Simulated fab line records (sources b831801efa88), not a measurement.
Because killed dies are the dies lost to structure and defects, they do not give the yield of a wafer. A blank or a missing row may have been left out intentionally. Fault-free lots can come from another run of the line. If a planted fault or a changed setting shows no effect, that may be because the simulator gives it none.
Which tool is to blame? / flow sky130 / 11 lots with 32 wafers sampled at 2 steps, on a route of 708 steps

## WHAT THE GAUGES READ, wafer by wafer
SKY_VT_ADJUST_HVTR_CD_MEAS_07: the cd target is 380 nm.
lot=L151; measured=day 9 08:52; on=cd_sem-02; cd_nm (nm)=378.4 378.5 378.5
lot=L154; measured=day 10 09:07; on=cd_sem-01; cd_nm (nm)=378.9 376.2 378.3
lot=L156; measured=day 10 21:15; on=cd_sem-01; cd_nm (nm)=380.9 379.4 381.8
lot=L159; measured=day 11 18:51; on=cd_sem-02; cd_nm (nm)=375.2 376.1 376.9
lot=L160; measured=day 12 02:29; on=cd_sem-02; cd_nm (nm)=377.4 374.7 377.6
lot=L161; measured=day 12 09:58; on=cd_sem-01; cd_nm (nm)=378.9 379.4 378.2
lot=L163; measured=day 13 00:51; on=cd_sem-01; cd_nm (nm)=379.6 378.4 379.2
lot=L164; measured=day 13 14:27; on=cd_sem-02; cd_nm (nm)=376.8 375.7 377.3
lot=L166; measured=day 13 23:25; on=cd_sem-02; cd_nm (nm)=380.3 381.8
lot=L173; measured=day 16 09:40; on=cd_sem-02; cd_nm (nm)=377.6 378.4 376.5
lot=L174; measured=day 16 15:10; on=cd_sem-01; cd_nm (nm)=382.8 382.0 383.3

## WHAT TOOL EACH LOT RAN ON (gives the tool, then ch and the chambers of the sampled wafers, and finally the start)
lot=L151; SKY_VT_ADJUST_NCORE_STRIP_10=plasma_asher-02 ch 0,1, day 8 11:48
lot=L154; SKY_VT_ADJUST_NCORE_STRIP_10=plasma_asher-04 ch 0,1, day 9 10:48
lot=L156; SKY_VT_ADJUST_NCORE_STRIP_10=plasma_asher-04 ch 0,1, day 9 22:19
lot=L159; SKY_VT_ADJUST_NCORE_STRIP_10=plasma_asher-02 ch 0,1, day 10 20:24
lot=L160; SKY_VT_ADJUST_NCORE_STRIP_10=plasma_asher-03 ch 0,1, day 11 03:18
lot=L161; SKY_VT_ADJUST_NCORE_STRIP_10=plasma_asher-04 ch 0,1, day 11 10:24
lot=L163; SKY_VT_ADJUST_NCORE_STRIP_10=plasma_asher-03 ch 0,1, day 12 00:48
lot=L164; SKY_VT_ADJUST_NCORE_STRIP_10=plasma_asher-04 ch 1, day 12 13:15
lot=L166; SKY_VT_ADJUST_NCORE_STRIP_10=plasma_asher-04 ch 0, day 12 22:05
lot=L173; SKY_VT_ADJUST_NCORE_STRIP_10=plasma_asher-02 ch 0,1, day 15 05:42
lot=L174; SKY_VT_ADJUST_NCORE_STRIP_10=plasma_asher-04 ch 0,1, day 15 11:12
- SKY_VT_ADJUST_NCORE_STRIP_10: strips in O2/N2.

## WHAT THE TOOLS THEMSELVES READ (means of the sampled wafers that have a number; where no wafer has one, the mark that the record gives instead)
SKY_VT_ADJUST_NCORE_STRIP_10.
lot=L151; tool=plasma_asher-02; drypump_motor_current_A (A)=6.1; oes_product_au (a.u.)=0.716; strip_time_to_endpoint_s (s)=14.19
lot=L154; tool=plasma_asher-04; drypump_motor_current_A (A)=5.4; oes_product_au (a.u.)=0.717; strip_time_to_endpoint_s (s)=14.20
lot=L156; tool=plasma_asher-04; drypump_motor_current_A (A)=5.4; oes_product_au (a.u.)=0.711; strip_time_to_endpoint_s (s)=14.26
lot=L159; tool=plasma_asher-02; drypump_motor_current_A (A)=6.0; oes_product_au (a.u.)=0.715; strip_time_to_endpoint_s (s)=14.15
lot=L160; tool=plasma_asher-03; drypump_motor_current_A (A)=6.3; oes_product_au (a.u.)=0.721; strip_time_to_endpoint_s (s)=14.24
lot=L161; tool=plasma_asher-04; drypump_motor_current_A (A)=5.4; oes_product_au (a.u.)=0.718; strip_time_to_endpoint_s (s)=14.15
lot=L163; tool=plasma_asher-03; drypump_motor_current_A (A)=6.4; oes_product_au (a.u.)=0.717; strip_time_to_endpoint_s (s)=14.14
lot=L164; tool=plasma_asher-04; drypump_motor_current_A (A)=5.5; oes_product_au (a.u.)=0.715; strip_time_to_endpoint_s (s)=14.22
lot=L166; tool=plasma_asher-04; drypump_motor_current_A (A)=5.3; oes_product_au (a.u.)=0.718; strip_time_to_endpoint_s (s)=14.14
lot=L173; tool=plasma_asher-02; drypump_motor_current_A (A)=6.1; oes_product_au (a.u.)=0.715; strip_time_to_endpoint_s (s)=14.12
lot=L174; tool=plasma_asher-04; drypump_motor_current_A (A)=5.4; oes_product_au (a.u.)=0.712; strip_time_to_endpoint_s (s)=14.14

## THE ANSWER, worked out from the rows above alone
Rule: the lots themselves supply what counts as usual. The widest of any qualifying gaps counts: lots, ordered by their means at a reading, are off when they make up no more than a third of the lots, leave a main group of 4 or more, and stand apart from it by 3 or more times the standard deviation of that group's means. A main group whose means are all the same, to the digits that the tables above print for the reading, isn't used. Also off: a lot with no number at a reading for which 4 or more lots have one. Any other lot the step has rows for is counted as sound. After the gauges, taken in route order, come the tools' own readings; for these a lot's mean is taken, as printed above. At the first step where some lot is off, the reading lying furthest off is the one used; lots without a number count as furthest.
No lot is off on any of the readings shown, so nothing can be concluded from this.

## WHAT THE SIMULATOR PUT IN
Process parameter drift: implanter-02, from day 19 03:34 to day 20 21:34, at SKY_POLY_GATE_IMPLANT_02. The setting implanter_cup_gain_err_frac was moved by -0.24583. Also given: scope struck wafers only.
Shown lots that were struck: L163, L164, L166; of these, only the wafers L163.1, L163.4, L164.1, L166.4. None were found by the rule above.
